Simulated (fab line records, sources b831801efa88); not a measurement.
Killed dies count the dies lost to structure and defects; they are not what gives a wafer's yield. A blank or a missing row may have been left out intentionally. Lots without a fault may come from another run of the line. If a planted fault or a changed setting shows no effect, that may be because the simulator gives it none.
fab line records | flow sfq_line
[record] lots = 7 | wafers = 21 | last_day = 80
route steps=325 shown I3@147 M4@148 I4@163
lots with no fault: from the same line, run without faults
start_h: hours from the record's opening day to when the first of the lot's shown wafers began | wait_h: time in hours since the lot's previous step | " same as the row above | L1.1+2: a single row standing in for several wafers | - either no value or no given start | * or withheld: withheld | < > ~ a bound
route shown NAME@n: names a module that has steps shown in the file, with the first one's number in the route | usual: the fault-free wafers' mean and standard deviation | same: alike in all rows | chamber/n: place in a boat | sites: readings site by site | _std_site: how widely they spread, as a standard deviation | _edge_site: mean of outer sites minus mean of inner sites | radius_mm: how far each site lies from the wafer's centre | mask NAME#n: copy n | behind: the most recent tool/chamber to have shaped the wafer | hold: why the lot went on hold/how many hours it stayed there/how the hold came to an end | device: the n, p or np transistor that did not switch | end of line: at the end of the route, the tests of the same wafers | step lacking rows: just its recipe | killed: the dies lost at the first sort to structure and to defects; this is not the yield of the wafer | map: per-die view of a wafer (x killed, . not killed, _ where there is no die)
set.NAME: the setting that was run; set.NAME@STEP: the one run at that earlier step | model.NAME: the simulator's own value behind a step, which no gauge read
lots at some steps of the route; a table a step, a row a wafer
services: a tool's chamber out of use, with start hour (start_h, from the record's first day; less than 0 if before it), hours out, and reason
[[steps]]
[step SFQ_TRILAYER_I3_VIA_STRIP_SOLV_CLEAN_090]
[recipe] chemistry = NMP | temp_c = 70 | time_s = 600
[step SFQ_TRILAYER_M4_DEP_PRE_CLEAN_092]
[recipe] gas = Ar | time_s = 22.5 | bias_v = 250
[step SFQ_TRILAYER_M4_DEP_SPUTTER_091]
[recipe] material = Nb | base_pressure_pa = 1.33e-06 | chamber_pressure_pa = 0.1333 | substrate_temp_c = 20 | resputter_cathode_voltage_v = 400 | target_thk_nm = 200 | power_w = 2000 | time_s = 133.3
[usual] base_pressure_pa = 1.34e-06/9e-08 | chamber_pressure_pa = 0.13326/0.00029 | throttle_valve_pct = 30.7/0.78
lot.wafer | tool           | chamber | start_h | wait_h | base_pressure_pa | chamber_pressure_pa | throttle_valve_pct
L916.1    | pvd_sputter-03 | -       | 767.57  | 0.0    | 1.42e-06         | 0.13337             | 30.8
L916.5    | "              | -       | "       | "      | 1.3e-06          | 0.13327             | 29.9
L916.6    | "              | -       | "       | "      | 1.22e-06         | 0.13311             | 28.7
L926.2    | pvd_sputter-04 | -       | 849.85  | 0.0    | 1.46e-06         | 0.13288             | 31.0
L926.5    | "              | -       | "       | "      | 1.41e-06         | 0.13277             | 30.6
L926.6    | "              | -       | "       | "      | 1.1e-06          | 0.1336              | 31.7
L928.2    | pvd_sputter-03 | -       | 872.62  | 0.0    | 1.29e-06         | 0.1332              | 28.8
L928.4    | "              | -       | "       | "      | 1.35e-06         | 0.13291             | 30.2
L928.5    | "              | -       | "       | "      | 1.47e-06         | 0.1338              | 30.8
L929.1    | pvd_sputter-03 | -       | 878.02  | 0.0    | 1.44e-06         | 0.13322             | 29.2
L929.3    | "              | -       | "       | "      | 1.46e-06         | 0.13327             | 30.7
L929.5    | "              | -       | "       | "      | 1.29e-06         | 0.13314             | 30.7
L930.3    | pvd_sputter-03 | -       | 886.42  | 0.0    | 1.27e-06         | 0.13356             | 31.0
L930.4    | "              | -       | "       | "      | 1.29e-06         | 0.13278             | 30.9
L930.6    | "              | -       | "       | "      | 1.38e-06         | 0.13287             | 28.8
L932.2    | pvd_sputter-03 | -       | 900.22  | 0.0    | 1.34e-06         | 0.13363             | 30.9
L932.3    | "              | -       | "       | "      | 1.37e-06         | 0.13301             | 28.8
L932.5    | "              | -       | "       | "      | 1.3e-06          | 0.13277             | 28.9
L935.3    | pvd_sputter-05 | -       | 926.62  | 0.0    | 1.38e-06         | 0.13304             | 31.7
L935.4    | "              | -       | "       | "      | 1.31e-06         | 0.13272             | 30.9
L935.5    | "              | -       | "       | "      | 1.3e-06          | 0.13347             | 30.2
[step SFQ_M4_RS_MEAS_924]
[recipe] thk_meas_gauge = four-point-probe | reads = Nb_of_TRILAYER_M4_DEP_SPUTTER_091
[usual] M4_NB_RS = 0.884/0.011
lot.wafer | tool          | chamber | start_h | wait_h | M4_NB_RS[ohm/sq]
L916.1    | film_metro-03 | -       | 767.66  | 0.0    | 0.891
L916.5    | "             | -       | "       | "      | 0.860
L916.6    | "             | -       | "       | "      | 0.887
L926.2    | film_metro-01 | -       | 849.97  | 0.1    | 0.887
L926.5    | "             | -       | "       | "      | 0.882
L926.6    | "             | -       | "       | "      | 0.892
L928.2    | film_metro-04 | -       | 872.73  | 0.1    | 0.892
L928.4    | "             | -       | "       | "      | 0.863
L928.5    | "             | -       | "       | "      | 0.878
L929.1    | film_metro-04 | -       | 878.11  | 0.0    | 0.878
L929.3    | "             | -       | "       | "      | 0.870
L929.5    | "             | -       | "       | "      | 0.867
L930.3    | film_metro-04 | -       | 886.55  | 0.1    | 0.888
L930.4    | "             | -       | "       | "      | 0.879
L930.6    | "             | -       | "       | "      | 0.890
L932.2    | film_metro-04 | -       | 900.33  | 0.1    | 0.883
L932.3    | "             | -       | "       | "      | 0.880
L932.5    | "             | -       | "       | "      | 0.880
L935.3    | film_metro-03 | -       | 926.75  | 0.1    | 0.895
L935.4    | "             | -       | "       | "      | 0.893
L935.5    | "             | -       | "       | "      | 0.884
[step SFQ_TRILAYER_M4_LITHO_COAT_098]
[recipe] resist = BARC | spin_rpm = 3000 | resist_thk_nm = 62
[step SFQ_TRILAYER_M4_LITHO_COAT_093]
[recipe] resist = KrF | spin_rpm = 3000 | resist_thk_nm = 600
[step SFQ_TRILAYER_M4_LITHO_SOFTBAKE_097]
[recipe] temp_c = withheld | time_s = withheld | resist = KrF
[step SFQ_TRILAYER_M4_LITHO_EXPOSE_094]
[recipe] mask_id = M4 | na = 0.6 | source_shape = conventional | sigma_outer = 0.65 | target_cd_nm = 500 | dose_mj = 14.4
[step SFQ_TRILAYER_M4_LITHO_PEB_096]
[recipe] peb_temp_c = 115 | peb_time_s = 60 | resist = KrF
[step SFQ_TRILAYER_M4_LITHO_DEVELOP_095]
[recipe] time_s = 60 | resist = KrF
[step SFQ_M4_OVL_MEAS_926]
[usual] M4_OVL = 3/6.6
lot.wafer | tool       | chamber | start_h | wait_h | M4_OVL[nm]
L916.1    | overlay-02 | -       | 831.73  | 0.1    | 6
L916.5    | "          | -       | "       | "      | 8
L916.6    | "          | -       | "       | "      | 11
L926.2    | overlay-01 | -       | 898.64  | 0.1    | 6
L926.5    | "          | -       | "       | "      | 4
L926.6    | "          | -       | "       | "      | 0
L928.2    | overlay-02 | -       | 914.24  | 0.1    | 15
L928.4    | "          | -       | "       | "      | 7
L928.5    | "          | -       | "       | "      | -1
L929.1    | overlay-02 | -       | 917.84  | 0.1    | -11
L929.3    | "          | -       | "       | "      | -4
L929.5    | "          | -       | "       | "      | -8
L930.3    | overlay-01 | -       | 923.65  | 0.1    | -1
L930.4    | "          | -       | "       | "      | 4
L930.6    | "          | -       | "       | "      | 9
L932.2    | overlay-01 | -       | 933.24  | 0.1    | 5
L932.3    | "          | -       | "       | "      | 2
L932.5    | "          | -       | "       | "      | 2
L935.3    | overlay-02 | -       | 954.95  | 0.1    | 1
L935.4    | "          | -       | "       | "      | 5
L935.5    | "          | -       | "       | "      | 0
[step SFQ_TRILAYER_M4_BARC_OPEN_METAL_ETCH_123]
[recipe] mask_material = PR | chemistry = O2 | target_depth_nm = 125 | target = BARC | icp_w = 600 | bias_w = 80 | pressure_mtorr = 10 | time_s = 41.7
[usual] bias_w = 80.01/0.23 | chamber_pressure_mTorr = 10.000/0.0088 | drypump_motor_current_A = 5.5/0.37 | oes_product_au = 0.685/0.0046
lot.wafer | tool         | chamber | start_h | wait_h | bias_w | chamber_pressure_mTorr | drypump_motor_current_A | oes_product_au | rf_hours_counter_h | model.KrF_of_TRILAYER_M4_LITHO_COAT_093.thk_nm
L916.1    | rie_metal-03 | 0       | 831.77  | 0.0    | 79.87  | 10.001                 | 5.3                     | 0.692          | 63                 | 522.6
L916.5    | "            | 0       | "       | "      | 80.00  | 10.014                 | 5.3                     | 0.684          | -                  | 523.4
L916.6    | "            | 1       | "       | "      | 80.19  | 9.994                  | 5.4                     | 0.683          | -                  | 522.2
L926.2    | rie_metal-04 | 1       | 898.67  | 0.0    | 80.10  | 10.008                 | 4.8                     | 0.690          | 112                | 522.6
L926.5    | "            | 1       | "       | "      | 79.93  | 10.006                 | 4.8                     | 0.676          | -                  | 522.1
L926.6    | "            | 0       | "       | "      | 79.98  | 9.996                  | 5.1                     | 0.684          | -                  | 522.1
L928.2    | rie_metal-04 | 1       | 914.27  | 0.0    | -      | -                      | -                       | -              | -                  | 576.1
L928.4    | "            | 1       | "       | "      | -      | -                      | -                       | -              | -                  | 576.8
L928.5    | "            | 0       | "       | "      | -      | -                      | -                       | -              | -                  | 574.6
L929.1    | rie_metal-03 | 0       | 917.87  | 0.0    | -      | -                      | -                       | -              | -                  | 577.6
L929.3    | "            | 0       | "       | "      | -      | -                      | -                       | -              | -                  | 575.7
L929.5    | "            | 1       | "       | "      | -      | -                      | -                       | -              | -                  | 576.1
L930.3    | rie_metal-03 | 1       | 923.69  | 0.0    | -      | -                      | -                       | -              | -                  | 578.2
L930.4    | "            | 0       | "       | "      | -      | -                      | -                       | -              | -                  | 577.8
L930.6    | "            | 1       | "       | "      | -      | -                      | -                       | -              | -                  | 576.6
L932.2    | rie_metal-04 | 1       | 933.27  | 0.0    | 79.44  | 10.019                 | 4.8                     | 0.688          | 118                | 523.4
L932.3    | "            | 0       | "       | "      | 79.66  | 10.000                 | 5.1                     | 0.687          | -                  | 520.8
L932.5    | "            | 1       | "       | "      | 79.76  | 10.004                 | 4.8                     | 0.685          | -                  | 522.5
L935.3    | rie_metal-02 | 0       | 954.99  | 0.0    | 80.01  | 10.004                 | 5.7                     | 0.685          | -                  | 521.9
L935.4    | "            | 1       | "       | "      | 79.70  | 10.006                 | 5.9                     | 0.690          | -                  | 523.2
L935.5    | "            | 0       | "       | "      | 80.07  | 9.985                  | 5.8                     | 0.686          | -                  | 521.8
[step SFQ_TRILAYER_M4_ETCH_METAL_ETCH_096]
[recipe] target = Nb | stop_on = SiO2 | mask_material = PR | chemistry = Cl2/Ar | target_depth_nm = 240 | icp_w = 600 | bias_w = 80 | pressure_mtorr = 10 | time_s = 120
[usual] bias_w = 80.00/0.23 | chamber_pressure_mTorr = 9.999/0.0085 | drypump_motor_current_A = 5.5/0.37 | oes_product_au = 0.897/0.0084
lot.wafer | tool         | chamber | start_h | wait_h | bias_w | chamber_pressure_mTorr | drypump_motor_current_A | oes_product_au | rf_hours_counter_h | model.KrF_of_TRILAYER_M4_LITHO_COAT_093.thk_nm
L916.1    | rie_metal-03 | 0       | 831.83  | 0.0    | 80.35  | 10.005                 | 5.3                     | 0.898          | 63                 | 385.3
L916.5    | "            | 0       | "       | "      | 80.57  | 9.993                  | 5.3                     | 0.913          | -                  | 384.7
L916.6    | "            | 1       | "       | "      | 80.20  | 9.992                  | 5.4                     | 0.901          | -                  | 378.9
L926.2    | rie_metal-04 | 1       | 898.73  | 0.0    | 80.16  | 10.005                 | 4.9                     | 0.898          | 112                | 381.6
L926.5    | "            | 1       | "       | "      | 80.06  | 9.995                  | 4.9                     | 0.894          | -                  | 379.6
L926.6    | "            | 0       | "       | "      | 80.35  | 9.994                  | 5.1                     | 0.892          | -                  | 377.7
L928.2    | rie_metal-04 | 1       | 914.33  | 0.0    | 80.28  | 10.005                 | 4.8                     | 0.378          | 115                | 435.5
L928.4    | "            | 1       | "       | "      | 80.17  | 9.998                  | 4.9                     | 0.379          | -                  | 435.9
L928.5    | "            | 0       | "       | "      | 79.86  | 10.003                 | 5.1                     | 0.370          | -                  | 431.3
L929.1    | rie_metal-03 | 0       | 917.93  | 0.0    | 79.96  | 10.009                 | 5.3                     | 0.376          | 76                 | 437.7
L929.3    | "            | 0       | "       | "      | 80.02  | 9.993                  | 5.3                     | 0.375          | -                  | 435.8
L929.5    | "            | 1       | "       | "      | 80.22  | 10.003                 | 5.4                     | 0.378          | -                  | 432
L930.3    | rie_metal-03 | 1       | 923.78  | 0.1    | 79.94  | 9.994                  | 5.4                     | 0.375          | -                  | 434.9
L930.4    | "            | 0       | "       | "      | 79.83  | 9.993                  | 5.3                     | 0.372          | -                  | 438
L930.6    | "            | 1       | "       | "      | 80.01  | 10.000                 | 5.4                     | 0.372          | -                  | 434.2
L932.2    | rie_metal-04 | 1       | 933.33  | 0.0    | 79.80  | 10.003                 | 4.9                     | 0.902          | 118                | 382.7
L932.3    | "            | 0       | "       | "      | 80.22  | 9.994                  | 5.1                     | 0.900          | -                  | 376
L932.5    | "            | 1       | "       | "      | 79.85  | 10.018                 | 4.9                     | 0.898          | -                  | 381.7
L935.3    | rie_metal-02 | 0       | 955.08  | 0.1    | 79.63  | 10.008                 | 5.8                     | 0.888          | -                  | 378.9
L935.4    | "            | 1       | "       | "      | 79.89  | 9.990                  | 5.9                     | 0.894          | -                  | 384.7
L935.5    | "            | 0       | "       | "      | 79.65  | 10.001                 | 5.7                     | 0.899          | -                  | 378.9
[step SFQ_TRILAYER_M4_STRIP_STRIP_097]
[recipe] gas = O2 | power_w = 200 | platen_temp_c = 40 | overash_fraction = 0.65 | chemistry = O2 | pressure_mtorr = 50
[usual] drypump_motor_current_A = 5.5/0.37 | oes_product_au = 1.001/0.011
lot.wafer | tool         | chamber | start_h | wait_h | drypump_motor_current_A | oes_product_au | rf_hours_counter_h
L916.1    | rie_metal-03 | 0       | 831.95  | 0.1    | 5.3                     | 0.989          | 64
L916.5    | "            | 0       | "       | "      | 5.3                     | 0.977          | -
L916.6    | "            | 1       | "       | "      | 5.4                     | 1.009          | -
L926.2    | rie_metal-04 | 1       | 898.86  | 0.1    | 4.8                     | 1.019          | 112
L926.5    | "            | 1       | "       | "      | 4.9                     | 1.021          | -
L926.6    | "            | 0       | "       | "      | 5.1                     | 1.012          | -
L928.2    | rie_metal-04 | 1       | 914.46  | 0.1    | 4.8                     | 1.003          | 115
L928.4    | "            | 1       | "       | "      | 4.9                     | 0.991          | -
L928.5    | "            | 0       | "       | "      | 5.1                     | 1.004          | -
L929.1    | rie_metal-03 | 0       | 918.06  | 0.1    | 5.3                     | 1.003          | 76
L929.3    | "            | 0       | "       | "      | 5.3                     | 0.999          | -
L929.5    | "            | 1       | "       | "      | 5.4                     | 1.006          | -
L930.3    | rie_metal-03 | 1       | 924.06  | 0.2    | 5.4                     | 1.006          | -
L930.4    | "            | 0       | "       | "      | 5.3                     | 0.985          | -
L930.6    | "            | 1       | "       | "      | 5.4                     | 1.003          | -
L932.2    | rie_metal-04 | 1       | 933.46  | 0.1    | 4.9                     | 0.993          | 118
L932.3    | "            | 0       | "       | "      | 5.1                     | 1.004          | -
L932.5    | "            | 1       | "       | "      | 4.8                     | 0.993          | -
L935.3    | rie_metal-02 | 0       | 955.36  | 0.2    | 5.8                     | 1.008          | -
L935.4    | "            | 1       | "       | "      | 5.9                     | 0.989          | -
L935.5    | "            | 0       | "       | "      | 5.7                     | 1.013          | -
[step SFQ_TRILAYER_M4_STRIP_SOLV_CLEAN_098]
[recipe] chemistry = NMP | temp_c = 70 | time_s = 600
[step SFQ_TRILAYER_I4_DEP_PECVD_099]
[recipe] material = SiO2 | temp_c = 150 | time_s = 111.11 | pressure_torr = 2.4 | rf_w = 183.3 | precursor = SiH4/N2O | target_thk_nm = 500
[usual] heater_power_outer_w = 31/7.6 | heater_power_w = 83/14 | throttle_valve_pct = 24.7/1.1
lot.wafer | tool     | chamber | start_h | wait_h | heater_power_outer_w | heater_power_w | throttle_valve_pct
L916.1    | pecvd-04 | 0       | 832.73  | 0.0    | 26                   | 77             | 26.2
L916.5    | "        | 2       | "       | "      | 34                   | 76             | 24.6
L916.6    | "        | 1       | "       | "      | 41                   | 105            | 24.8
L926.2    | pecvd-03 | 0       | 899.65  | 0.0    | 27                   | 92             | 23.7
L926.5    | "        | 2       | "       | "      | 38                   | 93             | 25.9
L926.6    | "        | 1       | "       | "      | 23                   | 79             | 26.3
L928.2    | pecvd-04 | 2       | 915.25  | 0.0    | 32                   | 74             | 24.9
L928.4    | "        | 1       | "       | "      | 46                   | 111            | 24.8
L928.5    | "        | 2       | "       | "      | 35                   | 77             | 24.6
L929.1    | pecvd-01 | 2       | 918.85  | 0.0    | 32                   | 79             | 25.0
L929.3    | "        | 0       | "       | "      | 30                   | 84             | 24.0
L929.5    | "        | 0       | "       | "      | 32                   | 87             | 24.4
L930.3    | pecvd-01 | 0       | 924.63  | 0.0    | 28                   | 82             | 24.3
L930.4    | "        | 1       | "       | "      | 26                   | 67             | 23.4
L930.6    | "        | 2       | "       | "      | 23                   | 69             | 24.5
L932.2    | pecvd-03 | 0       | 934.25  | 0.0    | 32                   | 96             | 23.6
L932.3    | "        | 2       | "       | "      | 44                   | 103            | 26.2
L932.5    | "        | 2       | "       | "      | 45                   | 106            | 26.2
L935.3    | pecvd-03 | 0       | 955.93  | 0.0    | 33                   | 100            | 23.7
L935.4    | "        | 0       | "       | "      | 35                   | 99             | 23.7
L935.5    | "        | 1       | "       | "      | 26                   | 83             | 26.2
[step SFQ_TRILAYER_I4_CMP_CMP_100]
[recipe] material = SiO2 | down_force_psi = 3 | platen_rpm = 60 | pad_velocity_m_s = 0.94248
[usual] motor_current_A = 10.1/0.57 | time_to_endpoint_s = 214/11
lot.wafer | tool   | chamber | start_h | wait_h | motor_current_A | time_to_endpoint_s
L916.1    | cmp-01 | 2       | 890.38  | 57.6   | 10.2            | 203
L916.5    | "      | 1       | 891.88  | 59.1   | 11.1            | 200
L916.6    | "      | 2       | "       | "      | 10.4            | 211
L926.2    | cmp-01 | 1       | 962.39  | 62.7   | 10.4            | 195
L926.6    | "      | 1       | 964.39  | 64.7   | 10.2            | 197
L926.5    | "      | 2       | "       | "      | 10.3            | 207
L928.2    | cmp-02 | 1       | 980.70  | 65.4   | 10.0            | 219
L928.4    | "      | 2       | "       | "      | 9.1             | 214
L928.5    | "      | 0       | 982.20  | 66.9   | 9.5             | 217
L929.3    | cmp-02 | 2       | 986.20  | 67.3   | 9.6             | 209
L929.1    | "      | 0       | 987.20  | 68.3   | 9.6             | 213
L929.5    | "      | 1       | "       | "      | 9.9             | 226
L930.4    | cmp-02 | 1       | 992.20  | 67.5   | 9.8             | 218
L930.3    | "      | 2       | "       | "      | 9.4             | 213
L930.6    | "      | 1       | 994.20  | 69.5   | 10.1            | 224
L932.3    | cmp-02 | 1       | 1007.20 | 72.9   | 10.0            | 226
L932.2    | "      | 3       | 1008.20 | 73.9   | 9.7             | 205
L932.5    | "      | 1       | 1009.20 | 74.9   | 10.3            | 236
L935.3    | cmp-02 | 1       | 1028.70 | 72.7   | 10.2            | 225
L935.4    | "      | 2       | "       | "      | 9.5             | 219
L935.5    | "      | 0       | 1030.20 | 74.2   | 9.6             | 219
[step SFQ_I4_BOW_MEAS_927]
[recipe] mode = bow
[usual] I4_BOW = 6/10
lot.wafer | tool          | chamber | start_h | wait_h | I4_BOW[um]
L916.1    | film_metro-01 | -       | 892.88  | 2.0    | 12
L916.5    | "             | -       | "       | "      | 10
L916.6    | "             | -       | "       | "      | 11
L926.2    | film_metro-02 | -       | 965.41  | 2.5    | -7
L926.5    | "             | -       | "       | "      | -13
L926.6    | "             | -       | "       | "      | -12
L928.2    | film_metro-02 | -       | 982.72  | 1.5    | 5
L928.4    | "             | -       | "       | "      | 6
L928.5    | "             | -       | "       | "      | 0
L929.1    | film_metro-01 | -       | 988.70  | 1.0    | 19
L929.3    | "             | -       | "       | "      | 13
L929.5    | "             | -       | "       | "      | 1
L930.3    | film_metro-02 | -       | 994.74  | 1.5    | 2
L930.4    | "             | -       | "       | "      | 3
L930.6    | "             | -       | "       | "      | 15
L932.2    | film_metro-02 | -       | 1009.72 | 1.0    | -15
L932.3    | "             | -       | "       | "      | -1
L932.5    | "             | -       | "       | "      | 3
L935.3    | film_metro-03 | -       | 1030.74 | 1.5    | 5
L935.4    | "             | -       | "       | "      | -3
L935.5    | "             | -       | "       | "      | -1
[step SFQ_TRILAYER_I4_METRO_MEASURE_101]
[usual] thk_nm = 200.1/1.5
lot.wafer | tool          | chamber | start_h | wait_h | thk_nm
L916.1    | film_metro-01 | -       | 893.00  | 0.1    | 200.9
L916.5    | "             | -       | "       | "      | 199.5
L916.6    | "             | -       | "       | "      | 202.0
L926.2    | film_metro-02 | -       | 965.71  | 0.3    | 198.0
L926.5    | "             | -       | "       | "      | 199.7
L926.6    | "             | -       | "       | "      | 197.0
L928.2    | film_metro-02 | -       | 983.02  | 0.3    | 201.5
L928.4    | "             | -       | "       | "      | 199.1
L928.5    | "             | -       | "       | "      | 200.4
L929.1    | film_metro-01 | -       | 988.82  | 0.1    | 199.6
L929.3    | "             | -       | "       | "      | 199.0
L929.5    | "             | -       | "       | "      | 201.5
L930.3    | film_metro-02 | -       | 995.22  | 0.5    | 200.2
L930.4    | "             | -       | "       | "      | 201.6
L930.6    | "             | -       | "       | "      | 201.6
L932.2    | film_metro-02 | -       | 1010.02 | 0.3    | 199.5
L932.3    | "             | -       | "       | "      | 201.3
L932.5    | "             | -       | "       | "      | 201.3
L935.3    | film_metro-03 | -       | 1031.22 | 0.5    | 201.5
L935.4    | "             | -       | "       | "      | 199.2
L935.5    | "             | -       | "       | "      | 201.4
[step SFQ_TRILAYER_I4_VIA_LITHO_COAT_108]
[recipe] resist = BARC | spin_rpm = 3000 | resist_thk_nm = 62
[step SFQ_TRILAYER_I4_VIA_LITHO_COAT_103]
[recipe] resist = KrF | spin_rpm = 3000 | resist_thk_nm = 650
[step SFQ_TRILAYER_I4_VIA_LITHO_SOFTBAKE_107]
[recipe] temp_c = withheld | time_s = withheld | resist = KrF
[step SFQ_TRILAYER_I4_VIA_LITHO_EXPOSE_104]
[recipe] mask_id = I4 | na = 0.6 | source_shape = conventional | sigma_outer = 0.65 | target_cd_nm = 700 | dose_mj = 21.3
[usual] exposure_dose_mJ_cm2 = 21.299/0.018 | focus_offset_nm = 0.0/0.52
lot.wafer | tool           | chamber | start_h | wait_h | mask | exposure_dose_mJ_cm2 | focus_offset_nm
L916.1    | krf_scanner-01 | 0       | 980.00  | -      | I4#0 | 21.290               | 0.9
L916.5    | "              | 0       | "       | "      | I4#0 | 21.306               | 0.4
L916.6    | "              | 0       | "       | "      | I4#0 | 21.293               | -0.2
L926.2    | krf_scanner-02 | 0       | 1060.56 | -      | I4#0 | 21.275               | -0.5
L926.5    | "              | 0       | "       | "      | I4#0 | 21.277               | -0.5
L926.6    | "              | 0       | "       | "      | I4#0 | 21.311               | -0.2
L928.2    | krf_scanner-02 | -       | 1078.56 | -      | I4#0 | -                    | -
L928.4    | "              | -       | "       | "      | I4#0 | -                    | -
L928.5    | "              | -       | "       | "      | I4#0 | -                    | -
L929.1    | krf_scanner-02 | -       | 1084.36 | -      | I4#0 | -                    | -
L929.3    | "              | -       | "       | "      | I4#0 | -                    | -
L929.5    | "              | -       | "       | "      | I4#0 | -                    | -
L930.3    | krf_scanner-01 | -       | 1090.92 | -      | I4#0 | -                    | -
L930.4    | "              | -       | "       | "      | I4#0 | -                    | -
L930.6    | "              | -       | "       | "      | I4#0 | -                    | -
L932.2    | krf_scanner-02 | 0       | 1112.45 | -      | I4#0 | 21.298               | 0.4
L932.3    | "              | 0       | "       | "      | I4#0 | 21.297               | 0.2
L932.5    | "              | 0       | "       | "      | I4#0 | 21.350               | 0.8
L935.3    | krf_scanner-01 | 0       | 1151.42 | -      | I4#0 | 21.292               | -0.6
L935.4    | "              | 0       | "       | "      | I4#0 | 21.343               | -0.2
L935.5    | "              | 0       | "       | "      | I4#0 | 21.290               | -0.2
[step SFQ_TRILAYER_I4_VIA_LITHO_PEB_106]
[recipe] peb_temp_c = 115 | peb_time_s = 60 | resist = KrF
[[services]]
tool           | chamber | start_h | hours | kind
rie_metal-04   | 1       | 749.18  | 16.4  | repair
cmp-02         | -       | 749.28  | 4.0   | pm
krf_scanner-02 | -       | 750.11  | 1.0   | pm
krf_scanner-02 | -       | 765.51  | 1.3   | pm
pvd_sputter-03 | -       | 769.18  | 0.9   | repair
film_metro-02  | -       | 770.99  | 0.2   | pm
rie_metal-03   | -       | 837.32  | 15.6  | pm
pvd_sputter-03 | -       | 859.17  | 2.3   | repair
cmp-02         | -       | 865.47  | 1.1   | repair
rie_metal-03   | -       | 866.77  | 14.6  | pm
rie_metal-04   | -       | 888.16  | 1.4   | pm
pvd_sputter-03 | -       | 927.53  | 0.5   | repair
rie_metal-03   | 1       | 942.42  | 2.1   | repair
rie_metal-03   | -       | 962.67  | 28.1  | pm
cmp-02         | -       | 1009.75 | 0.3   | repair
pvd_sputter-03 | -       | 1011.59 | 5.7   | repair
rie_metal-04   | -       | 1043.53 | 6.1   | repair
rie_metal-04   | 0       | 1055.49 | 16.3  | repair
rie_metal-03   | 1       | 1079.16 | 8.3   | repair
cmp-02         | -       | 1082.87 | 0.5   | repair
cmp-02         | -       | 1090.70 | 4.0   | pm
cmp-02         | -       | 1121.70 | 4.4   | pm
cmp-02         | -       | 1126.86 | 0.9   | repair
rie_metal-03   | -       | 1134.19 | 2.8   | pm
[[key]]
[first_sign] step = SFQ_TRILAYER_M4_BARC_OPEN_METAL_ETCH_123 | reading = tool_record | direction = missing
[effect] step = SFQ_TRILAYER_M4_ETCH_METAL_ETCH_096 | reading = oes_product_au | direction = down | sigmas = 62 | usual = 0.897 | struck = 0.375
[effect] step = SFQ_TRILAYER_I4_VIA_LITHO_EXPOSE_104 | reading = tool_record | direction = missing
[model_effect] step = SFQ_TRILAYER_M4_BARC_OPEN_METAL_ETCH_123 | value = KrF_of_TRILAYER_M4_LITHO_COAT_093.thk_nm | without = 524.8 | struck = 576.6
[model_effect] step = SFQ_TRILAYER_M4_ETCH_METAL_ETCH_096 | value = KrF_of_TRILAYER_M4_LITHO_COAT_093.thk_nm | without = 383.3 | struck = 435
met_at SFQ_TRILAYER_M4_BARC_OPEN_METAL_ETCH_123
struck_wafers L928.2,L928.4,L928.5,L929.1,L929.3,L929.5,L930.3,L930.4,L930.6
onset_between 898.67 914.27
[fault] kind = skipped_step_whole | tool = rie_metal-03,rie_metal-04 | chamber = - | onset_h = 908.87 | steps = SFQ_TRILAYER_M4_BARC_OPEN_METAL_ETCH_123 | scope = struck_lots_only
